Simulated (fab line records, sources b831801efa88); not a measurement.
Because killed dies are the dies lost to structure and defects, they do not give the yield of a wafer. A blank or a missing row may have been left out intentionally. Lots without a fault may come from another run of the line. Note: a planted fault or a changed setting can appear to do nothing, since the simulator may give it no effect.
Check for tools in common || flow gf180mcu || Sampled: 11 lots, 33 wafers

## WHAT PROMPTED THE OPENING
Of 11 lots, 3 have the reading PSD_RS flagged at GF_PSD_RS_MEAS_15. Fault-free wafers read 108.6 ohm/sq, with a standard deviation of 0.33.
Rule: a lot is flagged when every wafer of it that has a number lies more than 4 standard deviations from that mean, or none has a number. As for the other lots, they are considered sound.

{"lot": "L861", "measured": "day 15 12:19", "on": "film metro-02", "PSD_RS (ohm/sq), wafer by wafer": "108.8 108.7 108.7", "flag": ""}
{"lot": "L862", "measured": "day 15 19:05", "on": "film metro-02", "PSD_RS (ohm/sq), wafer by wafer": "108.6 108.8 108.5", "flag": ""}
{"lot": "L863", "measured": "day 16 05:14", "on": "film metro-02", "PSD_RS (ohm/sq), wafer by wafer": "109.1 108.7 108.7", "flag": ""}
{"lot": "L864", "measured": "day 16 15:43", "on": "film metro-01", "PSD_RS (ohm/sq), wafer by wafer": "108.4 108.3 108.1", "flag": ""}
{"lot": "L866", "measured": "day 17 08:57", "on": "film metro-03", "PSD_RS (ohm/sq), wafer by wafer": "110.7 110.6 110.6", "flag": "FLAGGED"}
{"lot": "L867", "measured": "day 17 23:17", "on": "film metro-02", "PSD_RS (ohm/sq), wafer by wafer": "110.7 111.0 111.1", "flag": "FLAGGED"}
{"lot": "L870", "measured": "day 18 19:27", "on": "film metro-03", "PSD_RS (ohm/sq), wafer by wafer": "111.2 111.1 111.5", "flag": "FLAGGED"}
{"lot": "L876", "measured": "day 20 20:52", "on": "film metro-01", "PSD_RS (ohm/sq), wafer by wafer": "107.8 108.0 108.0", "flag": ""}
{"lot": "L878", "measured": "day 21 10:31", "on": "film metro-02", "PSD_RS (ohm/sq), wafer by wafer": "108.9 108.8 108.7", "flag": ""}
{"lot": "L879", "measured": "day 21 18:59", "on": "film metro-01", "PSD_RS (ohm/sq), wafer by wafer": "108.4 108.5 108.4", "flag": ""}
{"lot": "L880", "measured": "day 22 05:36", "on": "film metro-02", "PSD_RS (ohm/sq), wafer by wafer": "109.0 108.6 108.6", "flag": ""}
Average over the flagged lots: 110.9 ohm/sq; offset from the usual +2.3 ohm/sq, equal to +7 standard deviations.

## TOOL THAT RAN EACH LOT
Before the reading, the record contains 2 process steps out of a 602-step route. Every cell lists first the tool, next ch and the chambers used by the sampled wafers, and last the start.
{"lot": "L861", "flag": "", "GF_PSD_IMPLANT_09": "implanter-01 ch 0, day 15 11:46", "GF_PSD_STRIP_10": "plasma asher-04 ch 0,1, day 15 11:53"}
{"lot": "L862", "flag": "", "GF_PSD_IMPLANT_09": "implanter-03 ch 0, day 15 18:32", "GF_PSD_STRIP_10": "plasma asher-03 ch 0,1, day 15 18:41"}
{"lot": "L863", "flag": "", "GF_PSD_IMPLANT_09": "implanter-03 ch 0, day 16 04:41", "GF_PSD_STRIP_10": "plasma asher-03 ch 0,1, day 16 04:50"}
{"lot": "L864", "flag": "", "GF_PSD_IMPLANT_09": "implanter-03 ch 0, day 16 15:08", "GF_PSD_STRIP_10": "plasma asher-03 ch 1, day 16 15:17"}
{"lot": "L866", "flag": "FLAGGED", "GF_PSD_IMPLANT_09": "implanter-03 ch 0, day 17 08:23", "GF_PSD_STRIP_10": "plasma asher-01 ch 0,1, day 17 08:32"}
{"lot": "L867", "flag": "FLAGGED", "GF_PSD_IMPLANT_09": "implanter-03 ch 0, day 17 22:44", "GF_PSD_STRIP_10": "plasma asher-01 ch 0,1, day 17 22:51"}
{"lot": "L870", "flag": "FLAGGED", "GF_PSD_IMPLANT_09": "implanter-03 ch 0, day 18 18:54", "GF_PSD_STRIP_10": "plasma asher-03 ch 0,1, day 18 19:02"}
{"lot": "L876", "flag": "", "GF_PSD_IMPLANT_09": "implanter-02 ch 0, day 20 20:18", "GF_PSD_STRIP_10": "plasma asher-04 ch 0,1, day 20 20:26"}
{"lot": "L878", "flag": "", "GF_PSD_IMPLANT_09": "implanter-03 ch 0, day 21 09:57", "GF_PSD_STRIP_10": "plasma asher-03 ch 0,1, day 21 10:05"}
{"lot": "L879", "flag": "", "GF_PSD_IMPLANT_09": "implanter-01 ch 0, day 21 18:26", "GF_PSD_STRIP_10": "plasma asher-04 ch 0, day 21 18:35"}
{"lot": "L880", "flag": "", "GF_PSD_IMPLANT_09": "implanter-02 ch 0, day 22 05:03", "GF_PSD_STRIP_10": "plasma asher-03 ch 0,1, day 22 05:10"}
What is done by these steps:
- GF_PSD_IMPLANT_09
- GF_PSD_STRIP_10: strips in O2/N2.
- GF_PSD_RS_MEAS_15: measures by four-point-probe.

## FLAGGED AGAINST TOTAL, ONE TOOL AT A TIME (gauges that did the reading follow at the end)
{"step": "GF_PSD_IMPLANT_09", "tool": "implanter-01", "lots run": 2, "flagged": 0, "share of the flagged lots": "none", "sound lots run after its first flagged lot": "-"}
{"step": "GF_PSD_IMPLANT_09", "tool": "implanter-02", "lots run": 2, "flagged": 0, "share of the flagged lots": "none", "sound lots run after its first flagged lot": "-"}
{"step": "GF_PSD_IMPLANT_09", "tool": "implanter-03", "lots run": 7, "flagged": 3, "share of the flagged lots": "all", "sound lots run after its first flagged lot": "1 (L878)"}
{"step": "GF_PSD_STRIP_10", "tool": "plasma asher-01", "lots run": 2, "flagged": 2, "share of the flagged lots": "some", "sound lots run after its first flagged lot": 0}
{"step": "GF_PSD_STRIP_10", "tool": "plasma asher-03", "lots run": 6, "flagged": 1, "share of the flagged lots": "some", "sound lots run after its first flagged lot": "2 (L878,L880)"}
{"step": "GF_PSD_STRIP_10", "tool": "plasma asher-04", "lots run": 3, "flagged": 0, "share of the flagged lots": "none", "sound lots run after its first flagged lot": "-"}
{"step": "GF_PSD_RS_MEAS_15", "tool": "film metro-01", "lots run": 3, "flagged": 0, "share of the flagged lots": "none", "sound lots run after its first flagged lot": "-"}
{"step": "GF_PSD_RS_MEAS_15", "tool": "film metro-02", "lots run": 6, "flagged": 1, "share of the flagged lots": "some", "sound lots run after its first flagged lot": "2 (L878,L880)"}
{"step": "GF_PSD_RS_MEAS_15", "tool": "film metro-03", "lots run": 2, "flagged": 2, "share of the flagged lots": "some", "sound lots run after its first flagged lot": 0}

## THE TABLE: WHAT IT ALLOWS
In the table, 1 row covers all flagged lots: implanter-03 at GF_PSD_IMPLANT_09.
- implanter-03 at GF_PSD_IMPLANT_09: 3 of its 7 lots flagged. Lots that were sound ran on it after the first flagged one (L878); a persistent fault on the entire tool would not allow that. Its own readings (dose ions cm2) fall more than 4 standard deviations out on all wafers of the flagged lots.
Every row of the table either missed a flagged lot or ran a sound lot after the first.

## WHAT THE SIMULATOR PUT IN
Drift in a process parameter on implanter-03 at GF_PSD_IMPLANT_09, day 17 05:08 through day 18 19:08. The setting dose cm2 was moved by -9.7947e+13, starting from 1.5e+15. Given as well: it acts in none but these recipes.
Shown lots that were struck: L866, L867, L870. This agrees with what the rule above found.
